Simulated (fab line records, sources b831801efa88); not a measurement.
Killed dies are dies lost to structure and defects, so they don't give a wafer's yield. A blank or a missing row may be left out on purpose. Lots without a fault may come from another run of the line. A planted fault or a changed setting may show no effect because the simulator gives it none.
Chamber matching | flow sky130 | SKY_LI_CONTACT_CMP_24 on cmp-02: 4 sister chambers
The step polishes, stops on PSG, t overpolish 20 s, target thk 0 nm. 4 wafers are shown with their chamber, then 8 later ones without.

WAFERS WITH THEIR CHAMBER
wafer  | chamber | motor_current_A (A)
L304.1 | 1       | 12.0
L304.5 | 0       | 11.0
L309.6 | 2       | 11.2
L313.1 | 3       | 10.8

WAFERS WITHOUT THEIR CHAMBER
wafer  | motor_current_A (A)
L313.5 | 10.6
L313.6 | 10.7
L314.1 | 12.7
L314.2 | 11.9
L314.4 | 10.2
L318.2 | 10.0
L318.3 | 11.5
L318.5 | 10.4

WHICH CHAMBER EACH WENT THROUGH
wafer  | from the rows above               | in truth
L313.5 | can't be placed: 3 or 0 or 2      | 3
L313.6 | can't be placed: 3 or 0 or 2      | 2
L314.1 | can't be placed: 1 or 2           | 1
L314.2 | can't be placed: 1 or 2 or 0      | 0
L314.4 | can't be placed: 3 or 0 or 2      | 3
L318.2 | can't be placed: 3 or 0 or 2      | 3
L318.3 | can't be placed: 2 or 0 or 1 or 3 | 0
L318.5 | can't be placed: 3 or 0 or 2      | 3
Placed correctly: 0 of 8. Can't be placed from these rows: 8 (the true chamber is among the candidates in 8). Placed wrongly: 0.
How it was worked out, from the rows above alone: a wafer's distance from a chamber is the root of the sum, over the readings, of the square of ((its reading less the chamber's mean) divided by the reading's scatter). The wafer belongs to the nearest chamber; if the next one is less than 2 further off, it can't be placed. A chamber's mean is the mean of its shown wafers. The scatter: with one shown wafer a chamber, the root of the mean of the squares of how far each hidden wafer lies from its nearest shown one.
